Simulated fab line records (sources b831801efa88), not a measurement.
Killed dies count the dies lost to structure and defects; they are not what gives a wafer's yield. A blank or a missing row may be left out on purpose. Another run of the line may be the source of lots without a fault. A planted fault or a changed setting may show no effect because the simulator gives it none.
Matching of chambers :: flow gf180mcu :: GF_CONTACT_CMP_04 on cmp-02 has 4 sister chambers
The step polishes SiO2. 8 wafers are shown with their chamber, then 8 later ones without.

== WAFERS WITH THEIR CHAMBER ==
wafer: L081.4
chamber: 0
motor-current-A (A): 12.9
time-to-endpoint-s (s): 118

wafer: L089.1
chamber: 2
motor-current-A (A): 11.7
time-to-endpoint-s (s): 122

wafer: L089.2
chamber: 1
motor-current-A (A): 10.0
time-to-endpoint-s (s): 119

wafer: L089.3
chamber: 3
motor-current-A (A): 12.3
time-to-endpoint-s (s): 115

wafer: L091.1
chamber: 0
motor-current-A (A): 12.9
time-to-endpoint-s (s): 119

wafer: L091.2
chamber: 1
motor-current-A (A): 10.6
time-to-endpoint-s (s): 105

wafer: L091.3
chamber: 3
motor-current-A (A): 12.2
time-to-endpoint-s (s): 106

wafer: L091.4
chamber: 2
motor-current-A (A): 12.2
time-to-endpoint-s (s): 110

== WAFERS MISSING THEIR CHAMBER ==
wafer: L091.5
motor-current-A (A): 12.0
time-to-endpoint-s (s): 116

wafer: L091.6
motor-current-A (A): 10.2
time-to-endpoint-s (s): 117

wafer: L092.1
motor-current-A (A): 12.7
time-to-endpoint-s (s): 113

wafer: L092.3
motor-current-A (A): 9.8
time-to-endpoint-s (s): 114

wafer: L092.4
motor-current-A (A): 12.1
time-to-endpoint-s (s): 121

wafer: L095.1
motor-current-A (A): 11.8
time-to-endpoint-s (s): 107

wafer: L095.4
motor-current-A (A): 12.0
time-to-endpoint-s (s): 123

wafer: L095.6
motor-current-A (A): 9.7
time-to-endpoint-s (s): 119

== EACH ONE'S CHAMBER ==
wafer: L091.5
from the rows above: can't be placed: 2 or 3
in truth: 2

wafer: L091.6
from the rows above: 1
in truth: 1

wafer: L092.1
from the rows above: can't be placed: 0 or 3 or 2
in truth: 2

wafer: L092.3
from the rows above: 1
in truth: 1

wafer: L092.4
from the rows above: can't be placed: 2 or 3
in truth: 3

wafer: L095.1
from the rows above: can't be placed: 2 or 3
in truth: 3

wafer: L095.4
from the rows above: can't be placed: 2 or 3
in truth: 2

wafer: L095.6
from the rows above: 1
in truth: 1
Correct placement for 3 of the 8. From these rows, 5 cannot be placed; in 5 the true chamber is one of the candidates. Placed wrongly: 0.
How it was worked out, from the rows above alone: a wafer's distance from a chamber is the root of the sum, over the readings, of the square of ((its reading less the chamber's mean) divided by the reading's scatter). If the next closest chamber is less than 2 further off than the closest, the wafer can't be placed; otherwise it belongs to the closest. A chamber's mean is the mean of its shown wafers. The scatter: the root of (the sum of the squares of (reading less its chamber's mean) over the shown wafers, divided by (wafers less chambers)).
